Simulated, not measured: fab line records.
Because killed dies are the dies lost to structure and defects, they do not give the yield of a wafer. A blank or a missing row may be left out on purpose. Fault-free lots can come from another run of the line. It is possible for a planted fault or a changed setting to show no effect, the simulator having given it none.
What tool caused it? + flow sky130 + 36 wafers from 12 lots sampled at 5 of the route's 708 steps

## WHAT EACH GAUGE READ, for each wafer
SKY_FIELD_ISO_THK_MEAS_23. Usual: FIELD_ISO_OXIDATION_01_THK gives 10.01 nm (standard deviation 0.18).
| lot  | measured    | on            | FIELD_ISO_OXIDATION_01_THK (nm) | flag |
|------|-------------|---------------|---------------------------------|------|
| L631 | day 2 10:06 | film_metro-03 | 10.29 10.12 10.17               |      |
| L633 | day 2 17:10 | film_metro-03 | 9.84 9.82 9.96                  |      |
| L632 | day 2 19:51 | film_metro-03 | 9.83 9.81 9.98                  |      |
| L634 | day 3 00:41 | film_metro-02 | 10.01 10.31 10.02               |      |
| L636 | day 3 09:55 | film_metro-02 | 10.20 10.25 10.10               |      |
| L637 | day 3 14:41 | film_metro-02 | 9.88 9.99 9.93                  |      |
| L638 | day 3 23:39 | film_metro-03 | 10.08 10.04 10.13               |      |
| L639 | day 4 02:20 | film_metro-03 | 10.05 10.02 10.19               |      |
| L640 | day 4 07:02 | film_metro-04 | 10.14 9.96 10.01                |      |
| L646 | day 5 14:41 | film_metro-04 | 9.72 9.80 9.92                  |      |
| L651 | day 6 15:58 | film_metro-02 | 9.91 9.92 10.05                 |      |
| L652 | day 6 21:27 | film_metro-02 | 10.03 10.15 10.16               |      |

SKY_SONOS_TUNNEL_TW_MEAS_12. Usual: SONOS_TUNNEL_TW gives 197.6 (standard deviation 1.2).
| lot  | measured     | on            | SONOS_TUNNEL_TW   | flag |
|------|--------------|---------------|-------------------|------|
| L631 | day 11 21:06 | film_metro-03 | 200.1 199.4 199.2 |      |
| L633 | day 12 09:05 | film_metro-04 | 197.9 197.9 197.1 |      |
| L632 | day 12 10:46 | film_metro-03 | 198.8 199.2 198.3 |      |
| L634 | day 12 19:47 | film_metro-04 | 196.0 196.7 197.1 |      |
| L636 | day 13 11:29 | film_metro-01 | 194.4 196.2 195.8 |      |
| L637 | day 13 16:38 | film_metro-04 | 197.7 197.8 197.7 |      |
| L638 | day 14 04:28 | film_metro-04 | 196.8 197.8 197.2 |      |
| L639 | day 14 06:16 | film_metro-04 | 196.2 197.3 196.7 |      |
| L640 | day 14 16:31 | film_metro-04 | 196.4 197.3 195.3 |      |
| L646 | day 16 20:01 | film_metro-01 | 198.2 198.0 196.9 |      |
| L651 | day 18 08:32 | film_metro-04 | 197.9 198.3 198.7 |      |
| L652 | day 18 20:50 | film_metro-04 | 198.0 197.9 198.9 |      |

SKY_SONOS_ONO_THK_MEAS_05. Usual: SONOS_ONO_CVD_04_THK gives 5.82 nm (standard deviation 0.1).
| lot  | measured     | on            | SONOS_ONO_CVD_04_THK (nm) | flag |
|------|--------------|---------------|---------------------------|------|
| L631 | day 12 07:13 | film_metro-04 | 5.70 5.73 5.79            |      |
| L633 | day 12 16:58 | film_metro-04 | 5.83 5.56 5.72            |      |
| L632 | day 12 16:58 | film_metro-02 | 5.89 5.80 5.91            |      |
| L634 | day 13 02:59 | film_metro-04 | 5.75 5.81 5.69            |      |
| L636 | day 13 17:10 | film_metro-03 | 5.93 5.87 5.77            |      |
| L637 | day 13 23:13 | film_metro-03 | 5.97 6.01 5.99            |      |
| L638 | day 14 10:41 | film_metro-02 | 5.83 5.78 5.83            |      |
| L639 | day 14 11:56 | film_metro-02 | 5.81 5.90 5.77            |      |
| L640 | day 14 21:15 | film_metro-04 | 5.61 5.71 5.62            |      |
| L646 | day 17 00:27 | film_metro-03 | 6.00 5.96 5.96            |      |
| L651 | day 18 16:25 | film_metro-02 | 5.96 5.96 5.93            |      |
| L652 | day 19 02:43 | film_metro-03 | 5.89 5.80 5.78            |      |

SKY_VIA3_CD_MEAS_12: target cd 200 nm. Usual: cd_nm reads 200.1 nm (standard deviation 1.4).
| lot  | measured     | on        | cd_nm (nm)                          | flag |
|------|--------------|-----------|-------------------------------------|------|
| L631 | day 40 21:10 | cd_sem-02 | 200.1 198.1 197.7                   |      |
| L633 | day 41 07:14 | cd_sem-02 | 197.8 199.3 197.8                   |      |
| L632 | day 41 05:47 | cd_sem-01 | 200.9 200.5 200.6                   |      |
| L634 | day 41 13:45 | cd_sem-01 | 202.3 202.1 203.4                   |      |
| L636 | day 41 23:59 | cd_sem-01 | 200.8 198.9 202.6                   |      |
| L637 | day 42 03:28 | cd_sem-02 | 200.3 202.5 202.2                   |      |
| L638 | day 42 16:55 | cd_sem-02 | 198.7 199.9 197.3                   |      |
| L639 | day 42 17:52 | cd_sem-02 | 198.1 197.8 199.3                   |      |
| L640 | day 43 00:59 | cd_sem-01 | 203.5 201.5 203.9                   |      |
| L646 | day 44 23:25 | cd_sem-01 | 202.3 102.0 200.2 202.2 102.3 201.0 | OFF  |
| L651 | day 46 00:32 | cd_sem-01 | 200.1 200.2 199.7                   |      |
| L652 | day 46 09:56 | cd_sem-02 | 199.7 200.1 199.2                   |      |

## WHICH TOOL RAN EACH LOT (tool, then ch and the chambers of the sampled wafers, then the start)
| lot  | SKY_VIA3_EXPOSE_09                |
|------|-----------------------------------|
| L631 | krf_scanner-01 ch 0, day 40 08:10 |
| L633 | krf_scanner-01 ch 0, day 40 20:13 |
| L632 | krf_scanner-01 ch 0, day 40 17:55 |
| L634 | krf_scanner-01 ch 0, day 41 01:27 |
| L636 | krf_scanner-02 ch 0, day 41 11:49 |
| L637 | krf_scanner-01 ch 0, day 41 16:26 |
| L638 | krf_scanner-01 ch 0, day 42 04:43 |
| L639 | krf_scanner-01 ch 0, day 42 05:49 |
| L640 | krf_scanner-01 ch 0, day 42 13:19 |
| L646 | krf_scanner-01 ch 0, day 44 11:25 |
| L651 | krf_scanner-02 ch 0, day 45 13:20 |
| L652 | krf_scanner-02 ch 0, day 45 23:25 |
- SKY_VIA3_EXPOSE_09: exposes mask VIM3, target cd 200 nm.

## WHAT THE TOOLS THEMSELVES READ (means of the sampled wafers that have a number; where no wafer has one, the mark that the record gives instead)
The record holds no such reading with a usual standard deviation.

## THE ANSWER, worked out from the rows above alone
Rule: take the mean of a lot's wafers that have a number; if it is more than 3 standard deviations from the usual mean, the lot is off. A lot without any number at a reading at which 4 lots or more have one is off too. Where the step has rows for the other lots, those lots are counted as sound. After the gauges, taken in route order, come the tools' own readings; for these a lot's mean is taken, as printed above. The first step at which some lot is off is used, and at that step the reading that is off furthest; a lot without a number counts as furthest.
Off: L646 (SKY_VIA3_CD_MEAS_12, cd_nm).
If a tool, at a process step before that reading, ran all the lots that are off and no sound lot after the first of them, it fits. Those tools and the gauges at SKY_VIA3_CD_MEAS_12 are tried in the same way. One fits: krf_scanner-01 at SKY_VIA3_EXPOSE_09. A fault onset in the window from L640 (day 42 13:19, its last sound lot) to L646 (day 44 11:25, its first lot off) fits.

## WHAT HAD BEEN PUT IN BY THE SIMULATOR
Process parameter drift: krf_scanner-01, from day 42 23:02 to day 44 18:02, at SKY_VIA3_EXPOSE_09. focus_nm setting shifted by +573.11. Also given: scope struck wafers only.
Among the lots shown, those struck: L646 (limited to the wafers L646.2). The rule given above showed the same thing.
